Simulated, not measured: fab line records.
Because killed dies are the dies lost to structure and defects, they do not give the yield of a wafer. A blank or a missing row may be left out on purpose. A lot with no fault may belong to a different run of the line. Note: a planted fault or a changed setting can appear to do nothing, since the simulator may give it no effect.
fab line records + flow sky130
[record]
- lots = 12
- wafers = 36
- lastDay = 50
route steps=708 shown FIELD_ISO@16 NWELL@77 PWDE@84 VT_ADJUST_HVTP@92
lots untouched by any fault: they come from a run of this same line in which no faults occurred
startH: hours from the record's opening day to when the first of the lot's shown wafers began + waitH: time in hours since the lot's previous step + " as in the row above + L1.1+2: one row covering several wafers at once + - no value, or no start given + * or withheld: withheld + < > ~ a bound
route shown NAME@n: a module of which the file shows steps, and the number in the route of the first + usual: the fault-free wafers' mean and standard deviation + same: alike in all rows + chamber/n: place in a boat + sites: readings site by site + _std_site: standard deviation of those values + _edge_site: outer sites' mean less inner sites' + radiusMm: for every site, how far away it sits from the centre of the wafer + mask NAME#n: copy n + behind: tool/chamber where the wafer was last shaped + hold: why the lot was held/for how many hours/how that ended + device: which transistor (n, p or np) failed to switch + end of line: the route-end tests of the same wafers + a step without rows: its recipe alone + killed: the dies lost at the first sort to structure and to defects; this is not the yield of the wafer + map: shows each die of a wafer: x if killed, . if not, _ if none is there
set.NAME: the setting as run; set.NAME@STEP: as run at that earlier step + model.NAME: the simulator's own value behind a step, which no gauge read
one table for each step of the route and one row for each wafer, over a sample of lots
services: when a tool's chamber went out of use (startH, in hours from the record's first day, below 0 if earlier), for how many hours, and the reason
[[steps]]
[step SKY_FIELD_ISO_ETCH_15]
[recipe]
- chemistry = CHF3/O2
- targetDepthNm = 180
- stopOn = Si
- sourceW = 600
- biasW = 200
- pressureMtorr = 40
- chf3FlowSccm = 50
- O2_flow_sccm = 5
- timeS = 72
[usual]
- drypumpMotorCurrentA = 5.7/0.56
- oesProductAu = 0.942/0.0066
- throttleValvePct = 8.843/0.0095
| lot.wafer | tool       | chamber | startH | waitH | drypumpMotorCurrentA | oesProductAu | rfHoursCounterH | throttleValvePct |
|-----------|------------|---------|--------|-------|----------------------|--------------|-----------------|------------------|
| L250.1    | rieDiel-01 | 3       | 40.48  | 0.0   | 6.5                  | 0.933        | 171             | 8.840            |
| L250.4    | "          | 1       | "      | "     | 5.3                  | 0.939        | 58              | 8.836            |
| L250.5    | "          | 0       | "      | "     | 5.9                  | 0.938        | -               | 8.840            |
| L251.1    | rieDiel-03 | 0       | 44.39  | 0.0   | 6.3                  | 0.939        | 37              | 8.848            |
| L251.2    | "          | 1       | "      | "     | 4.9                  | 0.940        | 67              | 8.858            |
| L251.3    | "          | 2       | "      | "     | 5.7                  | 0.942        | 1               | 8.833            |
| L254.1    | rieDiel-01 | 1       | 61.58  | 0.0   | 5.3                  | 0.944        | 58              | 8.850            |
| L254.3    | "          | 3       | "      | "     | 6.6                  | 0.946        | 171             | 8.852            |
| L254.5    | "          | 2       | "      | "     | 5.4                  | 0.947        | -               | 8.836            |
| L255.2    | rieDiel-04 | 1       | 65.13  | 0.0   | 4.9                  | 0.933        | 155             | 8.829            |
| L255.3    | "          | 0       | "      | "     | 5.3                  | 0.935        | 46              | 8.848            |
| L255.4    | "          | 3       | "      | "     | 5.1                  | 0.936        | -               | 8.839            |
| L256.2    | rieDiel-01 | 0       | 71.36  | 0.0   | 5.9                  | 0.942        | 6               | 8.849            |
| L256.4    | "          | 0       | "      | "     | 5.9                  | 0.941        | -               | 8.846            |
| L256.5    | "          | 2       | "      | "     | 5.4                  | 0.936        | -               | 8.839            |
| L257.1    | rieDiel-03 | 0       | 75.11  | 0.0   | 6.3                  | 0.945        | 38              | 8.832            |
| L257.2    | "          | 1       | "      | "     | 4.9                  | 0.943        | 68              | 8.838            |
| L257.6    | "          | 2       | "      | "     | 5.8                  | 0.934        | -               | 8.839            |
| L258.1    | rieDiel-01 | 1       | 80.03  | 0.0   | 5.3                  | 0.942        | 58              | 8.871            |
| L258.3    | "          | 0       | "      | "     | 5.9                  | 0.938        | 6               | 8.833            |
| L258.4    | "          | 2       | "      | "     | 5.4                  | 0.944        | -               | 8.837            |
| L259.3    | rieDiel-03 | 0       | 86.39  | 0.0   | 6.2                  | 0.932        | 38              | 8.848            |
| L259.4    | "          | 1       | "      | "     | 4.9                  | 0.942        | 68              | 8.846            |
| L259.5    | "          | 2       | "      | "     | 5.8                  | 0.933        | -               | 8.839            |
| L262.4    | rieDiel-01 | 3       | 101.36 | 0.0   | 6.5                  | 0.948        | -               | 8.828            |
| L262.5    | "          | 0       | "      | "     | 5.8                  | 0.938        | -               | 8.830            |
| L262.6    | "          | 1       | "      | "     | 5.3                  | 0.935        | -               | 8.826            |
| L264.2    | rieDiel-04 | 0       | 111.83 | 0.0   | 5.3                  | 0.938        | 46              | 8.845            |
| L264.3    | "          | 2       | "      | "     | 6.2                  | 0.938        | 1               | 8.837            |
| L264.4    | "          | 3       | "      | "     | 5.0                  | 0.940        | 68              | 8.841            |
| L266.1    | rieDiel-01 | 3       | 122.51 | 0.0   | 6.5                  | 0.951        | 1               | 8.844            |
| L266.2    | "          | 2       | "      | "     | 5.4                  | 0.947        | 0               | 8.818            |
| L266.4    | "          | 1       | "      | "     | 5.3                  | 0.941        | 60              | 8.835            |
| L270.2    | rieDiel-03 | 0       | 142.54 | 0.0   | 6.3                  | 0.941        | 39              | 8.837            |
| L270.3    | "          | 3       | "      | "     | 6.6                  | 0.932        | 1               | 8.854            |
| L270.6    | "          | 0       | "      | "     | 6.3                  | 0.939        | -               | 8.852            |
[step SKY_NWELL_IMPLANT_24]
[recipe]
- species = B
- energyKev = 140
- doseCm2 = 9.2e+12
- tiltDeg = withheld
[usual]
- doseIonsCm2 = 9.2e+12/1.1e+10
- faradayCurrentUA = 52.0/0.98
| lot.wafer | tool         | chamber | startH | waitH | doseIonsCm2 | faradayCurrentUA |
|-----------|--------------|---------|--------|-------|-------------|------------------|
| L250.1    | implanter-02 | 0       | 119.22 | 0.0   | 9.182e+12   | 51.7             |
| L250.4    | "            | 0       | "      | "     | 9.193e+12   | 51.9             |
| L250.5    | "            | 0       | "      | "     | 9.192e+12   | 52.5             |
| L251.1    | implanter-03 | 0       | 121.75 | 0.0   | 9.207e+12   | 51.8             |
| L251.2    | "            | 0       | "      | "     | 9.194e+12   | 52.5             |
| L251.3    | "            | 0       | "      | "     | 9.22e+12    | 52.3             |
| L254.1    | implanter-02 | 0       | 142.90 | 0.1   | 9.199e+12   | 53.6             |
| L254.3    | "            | 0       | "      | "     | 9.204e+12   | 54.4             |
| L254.5    | "            | 0       | "      | "     | 9.201e+12   | 53.6             |
| L255.2    | implanter-04 | 0       | 144.88 | 0.0   | 9.2e+12     | 52.0             |
| L255.3    | "            | 0       | "      | "     | 9.193e+12   | 52.4             |
| L255.4    | "            | 0       | "      | "     | 9.205e+12   | 51.9             |
| L256.2    | implanter-02 | 0       | 150.49 | 0.0   | 9.178e+12   | 51.2             |
| L256.4    | "            | 0       | "      | "     | 9.193e+12   | 52.4             |
| L256.5    | "            | 0       | "      | "     | 9.184e+12   | 53.4             |
| L257.1    | implanter-03 | 0       | 156.10 | 0.0   | 9.194e+12   | 50.5             |
| L257.2    | "            | 0       | "      | "     | 9.195e+12   | 52.7             |
| L257.6    | "            | 0       | "      | "     | 9.191e+12   | 50.4             |
| L258.1    | implanter-04 | 0       | 162.27 | 0.0   | 9.197e+12   | 52.1             |
| L258.3    | "            | 0       | "      | "     | 9.198e+12   | 51.6             |
| L258.4    | "            | 0       | "      | "     | 9.184e+12   | 51.4             |
| L259.3    | implanter-02 | 0       | 167.50 | 0.1   | 9.189e+12   | 51.9             |
| L259.4    | "            | 0       | "      | "     | 9.216e+12   | 51.7             |
| L259.5    | "            | 0       | "      | "     | 9.207e+12   | 51.8             |
| L262.4    | implanter-02 | 0       | 185.93 | 0.1   | 9.19e+12    | 53.4             |
| L262.5    | "            | 0       | "      | "     | 9.196e+12   | 49.4             |
| L262.6    | "            | 0       | "      | "     | 9.2e+12     | 52.2             |
| L264.2    | implanter-02 | 0       | 197.87 | 0.0   | 5.6208e+13  | 310.5            |
| L264.3    | "            | 0       | "      | "     | 5.6199e+13  | 308.2            |
| L264.4    | "            | 0       | "      | "     | 5.622e+13   | 325.5            |
| L266.1    | implanter-02 | 0       | 216.20 | 0.0   | 5.6187e+13  | 313.9            |
| L266.2    | "            | 0       | "      | "     | 5.6195e+13  | 328.3            |
| L266.4    | "            | 0       | "      | "     | 5.6199e+13  | 319.9            |
| L270.2    | implanter-03 | 0       | 235.54 | 0.0   | 9.213e+12   | 53.0             |
| L270.3    | "            | 0       | "      | "     | 9.202e+12   | 53.4             |
| L270.6    | "            | 0       | "      | "     | 9.203e+12   | 52.5             |
[step SKY_NWELL_TW_MEAS_26]
[usual]
- NWELL_2_TW = 492/4.9
| lot.wafer | tool         | chamber | startH | waitH | NWELL_2_TW |
|-----------|--------------|---------|--------|-------|------------|
| L250.1    | filmMetro-02 | -       | 119.47 | 0.1   | 499        |
| L250.4    | "            | -       | "      | "     | 497        |
| L250.5    | "            | -       | "      | "     | 497        |
| L251.1    | filmMetro-02 | -       | 122.00 | 0.1   | 495        |
| L251.2    | "            | -       | "      | "     | 501        |
| L251.3    | "            | -       | "      | "     | 499        |
| L254.1    | filmMetro-02 | -       | 143.15 | 0.1   | 496        |
| L254.3    | "            | -       | "      | "     | 499        |
| L254.5    | "            | -       | "      | "     | 497        |
| L255.2    | filmMetro-04 | -       | 145.11 | 0.1   | 486        |
| L255.3    | "            | -       | "      | "     | 484        |
| L255.4    | "            | -       | "      | "     | 485        |
| L256.2    | filmMetro-04 | -       | 150.73 | 0.1   | 486        |
| L256.4    | "            | -       | "      | "     | 486        |
| L256.5    | "            | -       | "      | "     | 487        |
| L257.1    | filmMetro-01 | -       | 156.35 | 0.1   | 493        |
| L257.2    | "            | -       | "      | "     | 494        |
| L257.6    | "            | -       | "      | "     | 494        |
| L258.1    | filmMetro-01 | -       | 162.52 | 0.1   | 493        |
| L258.3    | "            | -       | "      | "     | 490        |
| L258.4    | "            | -       | "      | "     | 491        |
| L259.3    | filmMetro-04 | -       | 167.72 | 0.1   | 486        |
| L259.4    | "            | -       | "      | "     | 485        |
| L259.5    | "            | -       | "      | "     | 484        |
| L262.4    | filmMetro-04 | -       | 186.13 | 0.1   | 492        |
| L262.5    | "            | -       | "      | "     | 489        |
| L262.6    | "            | -       | "      | "     | 491        |
| L264.2    | filmMetro-04 | -       | 198.10 | 0.1   | 858        |
| L264.3    | "            | -       | "      | "     | 859        |
| L264.4    | "            | -       | "      | "     | 862        |
| L266.1    | filmMetro-01 | -       | 216.45 | 0.1   | 867        |
| L266.2    | "            | -       | "      | "     | 872        |
| L266.4    | "            | -       | "      | "     | 866        |
| L270.2    | filmMetro-04 | -       | 235.77 | 0.1   | 488        |
| L270.3    | "            | -       | "      | "     | 490        |
| L270.6    | "            | -       | "      | "     | 485        |
[step SKY_NWELL_RS_MEAS_31]
[recipe]
- thkMeasGauge = four-point-probe
[usual]
- PWDE_RS = 5280/20
| lot.wafer | tool         | chamber | startH | waitH | PWDE_RS[ohm/sq] |
|-----------|--------------|---------|--------|-------|-----------------|
| L250.1    | filmMetro-01 | -       | 119.92 | 0.1   | 5280            |
| L250.4    | "            | -       | "      | "     | 5247            |
| L250.5    | "            | -       | "      | "     | 5286            |
| L251.1    | filmMetro-01 | -       | 122.45 | 0.1   | 5279            |
| L251.2    | "            | -       | "      | "     | 5278            |
| L251.3    | "            | -       | "      | "     | 5273            |
| L254.1    | filmMetro-01 | -       | 143.60 | 0.1   | 5267            |
| L254.3    | "            | -       | "      | "     | 5276            |
| L254.5    | "            | -       | "      | "     | 5260            |
| L255.2    | filmMetro-02 | -       | 145.57 | 0.1   | 5271            |
| L255.3    | "            | -       | "      | "     | 5279            |
| L255.4    | "            | -       | "      | "     | 5277            |
| L256.2    | filmMetro-01 | -       | 151.19 | 0.1   | 5291            |
| L256.4    | "            | -       | "      | "     | 5291            |
| L256.5    | "            | -       | "      | "     | 5273            |
| L257.1    | filmMetro-04 | -       | 156.80 | 0.1   | 5282            |
| L257.2    | "            | -       | "      | "     | 5290            |
| L257.6    | "            | -       | "      | "     | 5309            |
| L258.1    | filmMetro-02 | -       | 162.97 | 0.1   | 5313            |
| L258.3    | "            | -       | "      | "     | 5295            |
| L258.4    | "            | -       | "      | "     | 5298            |
| L259.3    | filmMetro-02 | -       | 168.19 | 0.1   | 5280            |
| L259.4    | "            | -       | "      | "     | 5290            |
| L259.5    | "            | -       | "      | "     | 5272            |
| L262.4    | filmMetro-02 | -       | 186.61 | 0.1   | 5288            |
| L262.5    | "            | -       | "      | "     | 5287            |
| L262.6    | "            | -       | "      | "     | 5288            |
| L264.2    | filmMetro-02 | -       | 198.56 | 0.1   | 5294            |
| L264.3    | "            | -       | "      | "     | 5282            |
| L264.4    | "            | -       | "      | "     | 5291            |
| L266.1    | filmMetro-02 | -       | 216.90 | 0.1   | 5278            |
| L266.2    | "            | -       | "      | "     | 5280            |
| L266.4    | "            | -       | "      | "     | 5278            |
| L270.2    | filmMetro-02 | -       | 236.23 | 0.1   | 5300            |
| L270.3    | "            | -       | "      | "     | 5318            |
| L270.6    | "            | -       | "      | "     | 5298            |
[step SKY_VT_ADJUST_HVTP_CD_MEAS_07]
[recipe]
- targetCdNm = 380
[usual]
- cdNm = 379.7/2.5
| lot.wafer | tool     | chamber | startH | waitH | cdNm  |
|-----------|----------|---------|--------|-------|-------|
| L250.1    | cdSem-01 | -       | 138.21 | 0.1   | 381.4 |
| L250.4    | "        | -       | "      | "     | 380.3 |
| L250.5    | "        | -       | "      | "     | 382.4 |
| L251.1    | cdSem-02 | -       | 140.48 | 0.1   | 378.7 |
| L251.2    | "        | -       | "      | "     | 378.4 |
| L251.3    | "        | -       | "      | "     | 378.3 |
| L254.1    | cdSem-02 | -       | 163.23 | 0.1   | 383.9 |
| L254.3    | "        | -       | "      | "     | 382.2 |
| L254.5    | "        | -       | "      | "     | 383.2 |
| L255.2    | cdSem-01 | -       | 165.07 | 0.1   | 379.9 |
| L255.3    | "        | -       | "      | "     | 376.9 |
| L255.4    | "        | -       | "      | "     | 379.5 |
| L256.2    | cdSem-02 | -       | 171.30 | 0.1   | 377.1 |
| L256.4    | "        | -       | "      | "     | 378.3 |
| L256.5    | "        | -       | "      | "     | 375.4 |
| L257.1    | cdSem-02 | -       | 177.10 | 0.1   | 377.2 |
| L257.2    | "        | -       | "      | "     | 375.4 |
| L257.6    | "        | -       | "      | "     | 376.2 |
| L258.1    | cdSem-01 | -       | 183.06 | 0.1   | 376.3 |
| L258.3    | "        | -       | "      | "     | 376.5 |
| L258.4    | "        | -       | "      | "     | 377.5 |
| L259.3    | cdSem-02 | -       | 188.05 | 0.1   | 381.0 |
| L259.4    | "        | -       | "      | "     | 383.4 |
| L259.5    | "        | -       | "      | "     | 379.1 |
| L262.4    | cdSem-01 | -       | 206.42 | 0.1   | 380.9 |
| L262.5    | "        | -       | "      | "     | 381.1 |
| L262.6    | "        | -       | "      | "     | 379.0 |
| L264.2    | cdSem-02 | -       | 219.23 | 0.1   | 380.5 |
| L264.3    | "        | -       | "      | "     | 378.3 |
| L264.4    | "        | -       | "      | "     | 376.8 |
| L266.1    | cdSem-02 | -       | 239.70 | 0.1   | 378.8 |
| L266.2    | "        | -       | "      | "     | 378.8 |
| L266.4    | "        | -       | "      | "     | 380.5 |
| L270.2    | cdSem-01 | -       | 259.65 | 0.1   | 376.1 |
| L270.3    | "        | -       | "      | "     | 374.3 |
| L270.6    | "        | -       | "      | "     | 377.0 |
[[services]]
| tool         | chamber | startH | hours | kind                  |
|--------------|---------|--------|-------|-----------------------|
| implanter-02 | -       | 21.70  | 2.3   | repair                |
| implanter-02 | -       | 29.19  | 5.0   | pm                    |
| implanter-03 | -       | 37.67  | 6.4   | repair                |
| rieDiel-04   | 2       | 45.57  | -     | clean                 |
| rieDiel-03   | 3       | 55.68  | 6.3   | repair                |
| rieDiel-03   | 3       | 62.00  | -     | clean                 |
| rieDiel-03   | 3       | 62.00  | 18.2  | scheduledDown         |
| rieDiel-03   | 3       | 62.00  | 18.2  | ventCycle             |
| rieDiel-01   | 3       | 63.95  | -     | clean                 |
| rieDiel-01   | 3       | 63.95  | -     | consumableReplace:esc |
| rieDiel-01   | 3       | 63.95  | 24.9  | scheduledDown         |
| rieDiel-01   | 3       | 63.95  | 24.9  | ventCycle             |
| rieDiel-01   | 2       | 88.82  | -     | clean                 |
| rieDiel-01   | 2       | 88.82  | 20.9  | scheduledDown         |
| rieDiel-01   | 2       | 88.82  | 20.9  | ventCycle             |
| implanter-04 | -       | 138.54 | 4.5   | pm                    |
| rieDiel-03   | 2       | 148.71 | 3.2   | repair                |
| rieDiel-04   | 0       | 189.98 | 8.8   | repair                |
| rieDiel-01   | 2       | 213.60 | 7.2   | repair                |
| implanter-04 | -       | 214.62 | 4.5   | repair                |
| rieDiel-03   | 1       | 221.36 | 9.8   | repair                |
| rieDiel-04   | 0       | 221.64 | 14.4  | repair                |
| rieDiel-03   | 2       | 231.48 | 4.6   | repair                |
| implanter-02 | -       | 232.71 | 3.6   | repair                |
[[key]]
[firstSign]
- step = SKY_NWELL_IMPLANT_24
- reading = doseIonsCm2
- direction = up
- sigmas = 99+
- usual = *
- struck = *
[effect]
- step = SKY_NWELL_IMPLANT_24
- reading = faradayCurrentUA
- direction = up
- sigmas = 99+
- usual = 52.0
- struck = 317.7
[effect]
- step = SKY_NWELL_TW_MEAS_26
- reading = NWELL_2_TW
- direction = up
- sigmas = 76
- usual = 492
- struck = 864
metAt SKY_NWELL_IMPLANT_24
struckLots L264,L266
testerLeftOut L264,L266
notActingAt SKY_FIELD_ISO_ETCH_15,SKY_NWELL_RS_MEAS_31,SKY_VT_ADJUST_HVTP_CD_MEAS_07
onsetBetween 185.93 197.87
[fault]
- kind = processParameterDrift
- tool = implanter-02
- chamber = -
- onsetH = 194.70
- steps = SKY_NWELL_IMPLANT_24
- channel = doseCm2
- offset = *
- shape = step
- endH = 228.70
- actsIn = *
- stated = *
// testerLeftOut: of these lots the tester's yield and bins aren't shown, on N5 and GAA mostly nor the transistor test; their killed dies are dies lost to structure and defects alone, not to doping, threshold or leakage, so they don't give the yield
